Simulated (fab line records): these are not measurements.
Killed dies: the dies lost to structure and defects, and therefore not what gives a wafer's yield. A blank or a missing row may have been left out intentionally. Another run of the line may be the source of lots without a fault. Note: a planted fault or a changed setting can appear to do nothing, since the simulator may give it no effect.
Split-lot experiment | flow gf180mcu | 23 wafers read from 5 lots, route of 602 steps

== ABOUT THE SPLIT ==
At GF_LVPWELL_IMPLANT_09, the setting energy-kev was moved away from the recipe's 60 on 4 of the 23 wafers read, by -4.5% to -4.1%. All remaining wafers had this setting at the recipe value.

Reading taken at the split's own step.

== THE READING ==
In nm, at GF_LVPWELL_IMPLANT_09: implant.drp-nm, which is the simulator's own figure and was read by no gauge. The file does not state a usual value for it.

wafer  | tool, chamber at the split | energy-kev as run | against the recipe | implant.drp-nm, nm | against lot-mates on the recipe
L074.1 | implanter-04, 0            | 60                | recipe             | 64.53              | -
L074.2 | implanter-04, 0            | 60                | recipe             | 64.53              | -
L074.3 | implanter-04, 0            | 60                | recipe             | 64.53              | -
L074.4 | implanter-04, 0            | 60                | recipe             | 64.53              | -
L074.5 | implanter-04, 0            | 60                | recipe             | 64.53              | -
L081.1 | implanter-02, 0            | 60                | recipe             | 64.53              | -
L081.2 | implanter-02, 0            | 60                | recipe             | 64.53              | -
L081.3 | implanter-02, 0            | 60                | recipe             | 64.53              | -
L081.5 | implanter-02, 0            | 60                | recipe             | 64.53              | -
L081.6 | implanter-02, 0            | 60                | recipe             | 64.53              | -
L082.1 | implanter-02, 0            | 60                | recipe             | 64.53              | -
L082.2 | implanter-02, 0            | 60                | recipe             | 64.53              | -
L082.4 | implanter-02, 0            | 60                | recipe             | 64.53              | -
L082.5 | implanter-02, 0            | 57.53             | -4.1%              | 63.1               | -1.43
L082.6 | implanter-02, 0            | 57.53             | -4.1%              | 63.1               | -1.43
L084.2 | implanter-04, 0            | 60                | recipe             | 64.53              | -
L084.4 | implanter-04, 0            | 60                | recipe             | 64.53              | -
L084.6 | implanter-04, 0            | 60                | recipe             | 64.53              | -
L085.1 | implanter-02, 0            | 57.27             | -4.5%              | 62.95              | -1.58
L085.4 | implanter-02, 0            | 57.27             | -4.5%              | 62.95              | -1.58
L085.2 | implanter-02, 0            | 60                | recipe             | 64.53              | -
L085.3 | implanter-02, 0            | 60                | recipe             | 64.53              | -
L085.6 | implanter-02, 0            | 60                | recipe             | 64.53              | -

FIT RESULTS
A straight line over all 23 wafers: implant.drp-nm changes by +0.347 nm for each +1% of energy-kev; r = +1.00; the points scatter about the line by 0.00011 nm.
The same after taking each lot's own level away (the mean of its wafers on the recipe; 23 wafers): +0.347 nm for each +1%; r = +1.00; scatter 0.00011 nm.
Per that fit: largest energy-kev move, reading shift of 1.6 nm.
The lots' own levels span 64.530 to 64.530 nm.
Consequently the slope shifts little with the lot-to-lot level, the two slopes agreeing.
Check: with one of the wafers moved furthest among these (-4.5%) left out of the fit, the line predicts -1.58 nm for it against its lot-mates. It came out at -1.58 nm against them.

== THESE WAFERS: OTHER SPLITS ==
Note: prior to the reading, these wafers also went through further splits. Each is held against what the fit with the lots' levels taken away leaves over:
other split on the same wafers | wafers away from the commonest value | r with implant.drp-nm (lot level and that fit taken away)
GF_STI_COAT_07 resist-thk-nm   | 11                                   | -0.32
GF_STI_SOFTBAKE_08 temp-c      | 7                                    | -0.42
GF_NWELL_IMPLANT_08 energy-kev | 5                                    | +0.29
GF_LVPWELL_COAT_02 spin-rpm    | 8                                    | -0.37

== THE WHOLE CHAIN: every reading that the file lists as answering this split, in the file's order ==
step                  | what it does | reading                                                         | change (the file's fit)               | r (the file's)
GF_LVPWELL_IMPLANT_09 |              | implant.rp-nm (the simulator's own value, which no gauge read)  | +1.73 nm for each +1% of the setting  | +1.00
GF_LVPWELL_IMPLANT_09 |              | implant.drp-nm (the simulator's own value, which no gauge read) | +0.347 nm for each +1% of the setting | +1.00

== FILE'S OWN FIT ==
implant.drp-nm changes by +0.347 nm for each +1% of energy-kev, r = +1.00.
